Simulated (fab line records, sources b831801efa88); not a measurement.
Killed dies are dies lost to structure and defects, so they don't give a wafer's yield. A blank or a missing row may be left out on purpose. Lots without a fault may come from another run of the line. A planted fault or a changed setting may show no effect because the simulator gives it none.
Problem report in the 8D (eight disciplines) form, filled by code | flow gf180mcu | the parts of the form that need people (team, actions taken, sign-off) are left out

1. THE PROBLEM
HV_LDD_CVD_56_THK at GF_HV_LDD_THK_MEAS_57 reads a mean of 97.3 nm on 3 wafers of 1 lot; wafers without a fault read 89.8 nm with a standard deviation of 0.75. That is +10 standard deviations from the usual mean.
First seen on wafer L901.1, day 18 06:46, on film_metro-04. The record holds 36 wafers of 12 lots with a number at this step. Rule for "out", or "out of limits": more than 4 standard deviations from the usual mean. The other wafers with a number count as sound.

2. WHAT IT IS AND WHAT IT IS NOT
question                    | is                     | is not
which readings at this step | HV_LDD_CVD_56_THK      | -
which lots                  | L901                   | L885, L887, L888, L889, L892, L893, L894, L895, L896, L897, L908
which wafers of those lots  | all that have a number | -
read on which gauges        | film_metro-04          | film_metro-01, film_metro-02
when                        | from day 18 06:46      | up to then (30 sound wafers); but 3 sound wafers of L908 came after

3. SUSPECTS, AND WHAT RULES EACH OUT
Counting: a tool at a process step up to the reading stays a suspect if it ran every lot that is out and no sound lot after the first of them.
- the gauge at GF_HV_LDD_THK_MEAS_57: ruled out. All the wafers that are out were read on film_metro-04, but those of them that GF_HV_LDD_ETCHBACK_58 has rows for are out there too, on other tools.
- lpcvd-02 at GF_HV_LDD_CVD_56 (deposits Si3N4 from DCS/NH3, target thk 90 nm, time 1543 s): ruled out as a lasting fault. Sound lots L908 ran on it after its first lot that is out, L901 (day 18 05:20).
Left after counting: nothing in the record.

4. THE CAUSE (what the simulator had put in)
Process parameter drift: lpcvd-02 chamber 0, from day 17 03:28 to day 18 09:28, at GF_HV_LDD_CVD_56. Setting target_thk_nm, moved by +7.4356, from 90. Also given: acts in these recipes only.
Counting ruled it out, wrongly: the rule takes a fault to strike every lot that its tool runs from its start on, and this one did not.

5. THE CHAIN OF EFFECTS, in route order
Each row: a reading whose mean over the struck wafers that have a number lies more than 3 standard deviations from the usual. Only readings for which the record gives a usual standard deviation are gone through. hours: the time from each lot's start at the first step in this table that gives one to its start at this step, as a median over the lots. sigmas: the change in usual standard deviations.
hours | step                  | reading           | usual      | on struck wafers | change | sigmas
0     | GF_HV_LDD_THK_MEAS_57 | HV_LDD_CVD_56_THK | 89.8 nm    | 97.3             | +7.5   | +10
0     | GF_HV_LDD_ETCHBACK_58 | oes_product_au    | 0.842 a.u. | 0.877            | +0.035 | +5.9
The process steps in it:
- GF_HV_LDD_ETCHBACK_58: etches Si3N4 in CH3F/O2, stops on SiO2, time 100 s, target depth 90 nm.
Later measuring or inspecting steps at which every struck wafer that the step has a row for has a number for every such reading, and none has moved that far: GF_V1_THK_MEAS_03.

6. WHAT WOULD HAVE CAUGHT IT SOONER
In this record the first reading out of limits at a measuring or inspecting step was taken at day 18 06:46, 27 hours after the fault began at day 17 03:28.
